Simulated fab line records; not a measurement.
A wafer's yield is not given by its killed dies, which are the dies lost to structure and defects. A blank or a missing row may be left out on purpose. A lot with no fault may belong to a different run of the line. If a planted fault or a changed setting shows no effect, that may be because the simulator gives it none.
Problem report in the 8D (eight disciplines) form, filled by code -- flow sky130 -- the parts of the form that need people (team, actions taken, sign-off) are left out

== 1. WHAT IS WRONG ==
At SKY_VIA1_CMP_24, overpolish run s averages 0.039 s over 9 wafers from 3 lots, while fault-free wafers read 14.999 s, standard deviation 0.0083. So: -99 or more standard deviations from the usual mean.
The step: polishes, stops on SiO2, t overpolish 15 s, target thk 0 nm.
First seen on wafer L263.4, day 38 01:22, on cmp-01. At this step, 21 wafers from 7 lots have a number in the record. By rule, "out" or "out of limits" means more than 4 standard deviations away from the usual mean. All remaining wafers that have a number are taken as sound.

== 2. WHAT IT IS; WHAT IT IS NOT ==
question,is,is not
which readings at this step,"overpolish run s, time to endpoint s",motor current A
which lots,"L263, L264, L265","L258, L260, L267, L273"
which wafers of those lots,all that have a number,-
read on which tools,cmp-01,cmp-02
when,from day 38 01:22,"up to then (6 sound wafers); but 6 sound wafers of L267, L273 came after"

== 3. THE SUSPECTS, EACH WITH WHAT RULES IT OUT ==
Counting: a tool stays on the suspect list if, at a process step up to the reading, it processed all lots that are out and no sound lot following the first of them.
- rie diel-04 at SKY_VIA1_ETCH_14 (etches BARC in N2/H2, stops on SiO2, time 45.9 s, target depth 60 nm): ruled out as a lasting fault. Following L263 (day 38 00:19), the first lot on it that is out, the sound lots L267 were run on it.
- rie diel-04 at SKY_VIA1_ETCH_15 (etches SiO2 in C4F8/O2/Ar, stops on TiN, target depth 351 nm, time 54 s): ruled out as a lasting fault. Following L263 (day 38 00:22), the first lot on it that is out, the sound lots L267 were run on it.
- cmp-01 at SKY_VIA1_CMP_24 (polishes, stops on SiO2, t overpolish 15 s, target thk 0 nm): kept. All lots that are out passed through it, beginning with L263 at day 38 01:22, and no sound lot followed; its final sound lot before that point was L260 at day 37 04:52. Its own overpolish run s, time to endpoint s readings are out on those wafers.
Remaining after the count: cmp-01 at SKY_VIA1_CMP_24.

== 4. THE CAUSE (what the simulator had put in) ==
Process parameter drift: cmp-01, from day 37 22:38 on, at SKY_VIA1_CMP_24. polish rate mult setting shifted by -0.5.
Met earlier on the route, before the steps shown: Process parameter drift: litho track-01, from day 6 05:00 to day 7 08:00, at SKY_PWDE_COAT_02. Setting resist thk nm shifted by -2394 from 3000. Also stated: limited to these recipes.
Counting left only this tool.

== 5. THE CHAIN OF EFFECTS, in route order ==
Each row: a reading whose mean over the struck wafers that have a number lies more than 3 standard deviations from the usual. Only readings whose record carries a usual standard deviation are examined. hours: median over the lots of the time between each lot's start at the first step of this table that gives one and its start at this step. sigmas: the change, counted in usual standard deviations.
hours,step,reading,usual,on struck wafers,change,sigmas
0,SKY_VIA1_CMP_24,overpolish run s,14.999 s,0.039,-14.960,-99 or more
0,SKY_VIA1_CMP_24,time to endpoint s,63 s,104,+41,+12
258,SKY_PAD_OPEN_PROBE_99,killed at front end,15,420,+405,+83
258,SKY_PAD_OPEN_PROBE_99,killed dies,86,492,+406,+37
258,SKY_PAD_OPEN_PROBE_99,killed on rim,17,96,+79,+21
Process steps it contains:
- SKY_VIA1_CMP_24: polishes, stops on SiO2, t overpolish 15 s, target thk 0 nm.
- SKY_PAD_OPEN_PROBE_99

== 6. WHAT WOULD HAVE CAUGHT IT SOONER ==
In this record the first reading out of limits was taken at day 38 01:22, 3 hours after the fault began at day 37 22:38.
